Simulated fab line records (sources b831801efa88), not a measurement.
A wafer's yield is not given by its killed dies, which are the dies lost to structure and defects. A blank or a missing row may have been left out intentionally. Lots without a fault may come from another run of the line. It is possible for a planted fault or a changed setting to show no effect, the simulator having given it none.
Chamber matching || flow gf180mcu || GF_V5_CMP_04 on cmp-02 has 4 sister chambers
The step polishes SiO2. 16 wafers are shown with their chamber, then 8 later ones without.

== WAFERS WITH THEIR CHAMBER ==
{"wafer": "L556.2", "chamber": 0, "motor-current-A (A)": 13.1, "head-pressure-psi (psi)": 4.011}
{"wafer": "L556.3", "chamber": 2, "motor-current-A (A)": 11.6, "head-pressure-psi (psi)": 4.003}
{"wafer": "L556.5", "chamber": 2, "motor-current-A (A)": 11.6, "head-pressure-psi (psi)": 4.014}
{"wafer": "L557.1", "chamber": 0, "motor-current-A (A)": 12.3, "head-pressure-psi (psi)": 4.017}
{"wafer": "L557.2", "chamber": 3, "motor-current-A (A)": 13.0, "head-pressure-psi (psi)": 4.008}
{"wafer": "L557.4", "chamber": 2, "motor-current-A (A)": 11.3, "head-pressure-psi (psi)": 4.001}
{"wafer": "L563.1", "chamber": 0, "motor-current-A (A)": 13.3, "head-pressure-psi (psi)": 4.007}
{"wafer": "L563.3", "chamber": 2, "motor-current-A (A)": 11.4, "head-pressure-psi (psi)": 4.005}
{"wafer": "L563.6", "chamber": 1, "motor-current-A (A)": 11.8, "head-pressure-psi (psi)": 3.999}
{"wafer": "L569.1", "chamber": 0, "motor-current-A (A)": 13.4, "head-pressure-psi (psi)": 3.989}
{"wafer": "L569.4", "chamber": 3, "motor-current-A (A)": 12.7, "head-pressure-psi (psi)": 3.994}
{"wafer": "L569.5", "chamber": 0, "motor-current-A (A)": 12.7, "head-pressure-psi (psi)": 4.001}
{"wafer": "L571.1", "chamber": 3, "motor-current-A (A)": 12.7, "head-pressure-psi (psi)": 3.999}
{"wafer": "L571.2", "chamber": 1, "motor-current-A (A)": 12.8, "head-pressure-psi (psi)": 4.017}
{"wafer": "L571.3", "chamber": 0, "motor-current-A (A)": 12.9, "head-pressure-psi (psi)": 3.992}
{"wafer": "L572.1", "chamber": 3, "motor-current-A (A)": 12.2, "head-pressure-psi (psi)": 3.992}

SIGNATURES (means of the wafers above)
{"reading": "motor-current-A", "chamber 0": 12.950, "chamber 1": 12.300, "chamber 2": 11.475, "chamber 3": 12.650, "scatter within a chamber": 0.38}
{"reading": "head-pressure-psi", "chamber 0": 4.00283, "chamber 1": 4.00800, "chamber 2": 4.00575, "chamber 3": 3.99825, "scatter within a chamber": 0.00918}
Rule: a wafer lies at a distance from a chamber equal to the root of the sum of squares, over the readings, of (its reading less the chamber's mean, divided by the reading's scatter). If the next closest chamber is less than 2 further off than the closest, the wafer can't be placed; otherwise it belongs to the closest. The scatter is the square root of a quotient: the sum, over the shown wafers, of each reading's squared deviation from its chamber's mean, divided by wafers minus chambers.

== WAFERS WITH NO CHAMBER GIVEN ==
{"wafer": "L572.3", "motor-current-A (A)": 11.1, "head-pressure-psi (psi)": 3.995}
{"wafer": "L572.6", "motor-current-A (A)": 13.0, "head-pressure-psi (psi)": 3.999}
{"wafer": "L575.2", "motor-current-A (A)": 13.0, "head-pressure-psi (psi)": 4.006}
{"wafer": "L575.4", "motor-current-A (A)": 13.0, "head-pressure-psi (psi)": 4.005}
{"wafer": "L575.5", "motor-current-A (A)": 11.8, "head-pressure-psi (psi)": 3.994}
{"wafer": "L576.1", "motor-current-A (A)": 13.4, "head-pressure-psi (psi)": 3.999}
{"wafer": "L576.2", "motor-current-A (A)": 12.9, "head-pressure-psi (psi)": 3.992}
{"wafer": "L576.6", "motor-current-A (A)": 12.1, "head-pressure-psi (psi)": 3.994}

== WHICH CHAMBER EACH WENT THROUGH ==
{"wafer": "L572.3", "from the rows above": "can't be placed: 2 or 1", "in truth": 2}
{"wafer": "L572.6", "from the rows above": "can't be placed: 0 or 3 or 1", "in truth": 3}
{"wafer": "L575.2", "from the rows above": "can't be placed: 0 or 3 or 1", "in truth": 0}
{"wafer": "L575.4", "from the rows above": "can't be placed: 0 or 3 or 1", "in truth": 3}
{"wafer": "L575.5", "from the rows above": "can't be placed: 2 or 1 or 3 or 0", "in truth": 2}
{"wafer": "L576.1", "from the rows above": "can't be placed: 0 or 3 or 1", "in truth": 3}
{"wafer": "L576.2", "from the rows above": "can't be placed: 3 or 0 or 1", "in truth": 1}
{"wafer": "L576.6", "from the rows above": "can't be placed: 3 or 1 or 2 or 0", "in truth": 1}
Placed correctly: 0 of 8. Can't be placed from these rows: 8 (the true chamber is among the candidates in 8). Placed wrongly: 0.
